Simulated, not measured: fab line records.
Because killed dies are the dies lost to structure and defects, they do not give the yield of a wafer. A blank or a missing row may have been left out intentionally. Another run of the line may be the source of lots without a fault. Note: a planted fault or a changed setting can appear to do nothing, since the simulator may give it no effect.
What tool caused it?	flow sky130	12 lots, 36 wafers sampled, at 3 steps of a route of 708

== WHAT EACH GAUGE READ, for each wafer ==
SKY_VIA1_THK_MEAS_23: measures by xrf.
lot	measured	on	VIA1_W_THK (nm)
L075	day 35 06:02	film metro-04	267 276 265
L077	day 36 16:11	film metro-04	267 261 271
L079	day 37 04:34	film metro-04	265 272 265
L081	day 37 19:01	film metro-02	260 263 265
L083	day 38 13:25	film metro-01	267 265 269
L085	day 39 08:59	film metro-04	275 263 275
L087	day 39 23:02	film metro-01	266 269 271
L089	day 40 08:51	film metro-02	270 272 272
L091	day 41 11:03	film metro-02	265 268 271
L092	day 41 20:55	film metro-02	261 268 269
L095	day 42 09:49	film metro-01	265 264 264
L097	day 42 19:31	film metro-04	271 277 268

== EACH LOT AND THE TOOL THAT RAN IT (in order: tool; ch and the chambers of the sampled wafers; start) ==
lot	SKY_METAL1_SPUTTER_03	SKY_METAL1_METAL_ETCH_19
L075	pvd sputter-04, day 32 18:54	rie metal-01 ch 0,1, day 33 23:14
L077	pvd sputter-03, day 34 02:49	rie metal-02 ch 1, day 35 08:24
L079	pvd sputter-04, day 34 16:14	rie metal-02 ch 1, day 35 20:47
L081	pvd sputter-01, day 35 06:01	rie metal-03 ch 0,1, day 36 11:20
L083	pvd sputter-04, day 36 00:36	rie metal-03 ch 0,1, day 37 06:09
L085	pvd sputter-04, day 36 20:55	rie metal-03 ch 0,1, day 38 01:53
L087	pvd sputter-01, day 37 09:49	rie metal-02 ch 0, day 38 15:47
L089	pvd sputter-01, day 37 20:24	rie metal-01 ch 0,1, day 39 01:45
L091	pvd sputter-04, day 38 23:58	rie metal-03 ch 0,1, day 40 05:09
L092	pvd sputter-03, day 39 11:00	rie metal-02 ch 0,1, day 40 15:53
L095	pvd sputter-01, day 40 02:06	rie metal-01 ch 0,1, day 41 06:15
L097	pvd sputter-04, day 40 14:44	rie metal-01 ch 0, day 41 17:20
- SKY_METAL1_SPUTTER_03: material Ti, target thk 5 nm, time 3.3 s.
- SKY_METAL1_METAL_ETCH_19: etches the open film in Cl2/BCl3, stops on SiO2, target depth 360 nm, time 78 s.

== THE ANSWER, worked out from the rows above alone ==
Rule: usual is defined by the lots themselves. The widest of any qualifying gaps counts: lots, ordered by their means at a reading, are off when they make up no more than a third of the lots, leave a main group of 4 or more, and stand apart from it by 3 or more times the standard deviation of that group's means. If all means in a main group match to the digits the tables above print for the reading, that group is not used. Also off: a lot with no number at a reading for which 4 or more lots have one. Where the step has rows for the other lots, those lots are counted as sound.
Across all readings shown, no lot is off: no conclusion can be drawn from this.

== WHAT THE SIMULATOR HAD PUT IN ==
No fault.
